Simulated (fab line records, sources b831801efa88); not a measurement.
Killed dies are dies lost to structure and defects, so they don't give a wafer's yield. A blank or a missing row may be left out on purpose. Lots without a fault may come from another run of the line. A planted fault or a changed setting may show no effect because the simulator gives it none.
A struck lot beside a sound one | flow sky130 | 16 steps out of a route of 708
Sound: wafers L639.1, L639.3, L639.4. Struck: wafers L645.1, L645.3, L645.4. The cause comes at the end.
At each step with rows: each side's tool, then ch and its chambers, then its first start. Under that, the readings that differ: sound wafers | struck wafers | difference of the means | sigmas: that difference in standard deviations of wafers without a fault.
alike: readings whose means differ by less than 2 such deviations, and words and numbers that are the same on both sides. not compared: withheld readings, readings that some wafer has no value for, bounds like >300 that may hide the same value, and numbers for which the record gives no deviation and whose values overlap.
The two part at a step that has a row with sigmas, a row that says differs or no value, or rows on one side only. Numbers that don't overlap but have no deviation are shown without sigmas and don't part them. A reading that every wafer of one side lacks parts them only if that side has two wafers or more.

first, 3 steps without rows for these wafers: SKY_METAL2_EXPOSE_12 (exposes mask MM2, target cd 140 nm); SKY_METAL2_PEB_13; SKY_METAL2_DEVELOP_14 (develop time 60 s).
SKY_METAL2_CD_MEAS_15: target cd 140 nm.
  sound on cd_sem-02, day 36 16:02; struck on cd_sem-01, day 38 05:05
  alike: cd_nm
SKY_METAL2_OVL_MEAS_16:
  sound on overlay-01, day 36 16:10; struck on overlay-02, day 38 05:13
  alike: METAL2_OVL
SKY_METAL2_DESCUM_17: chemistry O2, time 8 s.
  sound on rie_metal-04 ch 0,1, day 36 16:11; struck on rie_metal-04 ch 0,1, day 38 05:14
  alike: drypump_motor_current_A, oes_product_au
  not compared: rf_hours_counter_h
SKY_METAL2_ETCH_18: etches BARC in N2/H2, stops on SiO2, time 45.9 s, target depth 60 nm.
  sound on rie_metal-04 ch 0,1, day 36 16:14; struck on rie_metal-04 ch 0,1, day 38 05:17
  alike: drypump_motor_current_A, oes_product_au, throttle_valve_pct
  not compared: rf_hours_counter_h
SKY_METAL2_METAL_ETCH_19: etches the open film in Cl2/BCl3, stops on SiO2, target depth 360 nm, time 78 s.
  sound on rie_metal-04 ch 0,1, day 36 16:17; struck on rie_metal-04 ch 0,1, day 38 05:20
  alike: drypump_motor_current_A, oes_product_au, throttle_valve_pct
  not compared: rf_hours_counter_h
SKY_METAL2_STRIP_20: strips in O2/N2.
  sound on plasma_asher-02 ch 0,1, day 36 16:23; struck on plasma_asher-02 ch 0,1, day 38 05:26
  alike: drypump_motor_current_A, oes_product_au, strip_time_to_endpoint_s
  not compared: rf_hours_counter_h
then, 3 steps without rows for these wafers: SKY_METAL2_STRIP_21 (strips in post etch residue remover, time 1200 s); SKY_METAL2_CLEAN_22 (cleans in IPA, time 180 s); SKY_METAL2_CLEAN_23 (cleans in O3/DIW).
SKY_VIA2_HDPCVD_00: deposits SiO2, target thk 1180 nm, time 196.7 s.
  sound on hdpcvd-02 ch 0,1,2, day 36 17:00; struck on hdpcvd-01 ch 1,2, day 38 06:19
SKY_VIA2_THK_MEAS_01:
  sound on film_metro-01, day 36 17:08; struck on film_metro-03, day 38 06:27
  reading              | sound          | struck         | difference | sigmas
  VIA2_HDPCVD_THK (nm) | 1184 1215 1189 | 2351 2350 2341 | +1151      | +89
SKY_VIA2_CMP_02: polishes SiO2.
  sound on cmp-02 ch 0,1,2, day 36 17:14; struck on cmp-02 ch 0,1,3, day 38 06:31
  alike: motor_current_A, slurry_filter_dp_kPa
-- the record jumps here: 10 days lie between the struck wafers' starts before and after (it left off in module VIA2 and takes up again in module PAD_OPEN, whose first step shown is number 708 of the route) --
SKY_PAD_OPEN_PROBE_99:
  the record has rows for the struck wafers here (prober-02, day 48 04:29) and none for the sound ones

WHERE THEY PART
First at SKY_VIA2_THK_MEAS_01; last, within this record, at SKY_PAD_OPEN_PROBE_99.

WHY: what the simulator had put in
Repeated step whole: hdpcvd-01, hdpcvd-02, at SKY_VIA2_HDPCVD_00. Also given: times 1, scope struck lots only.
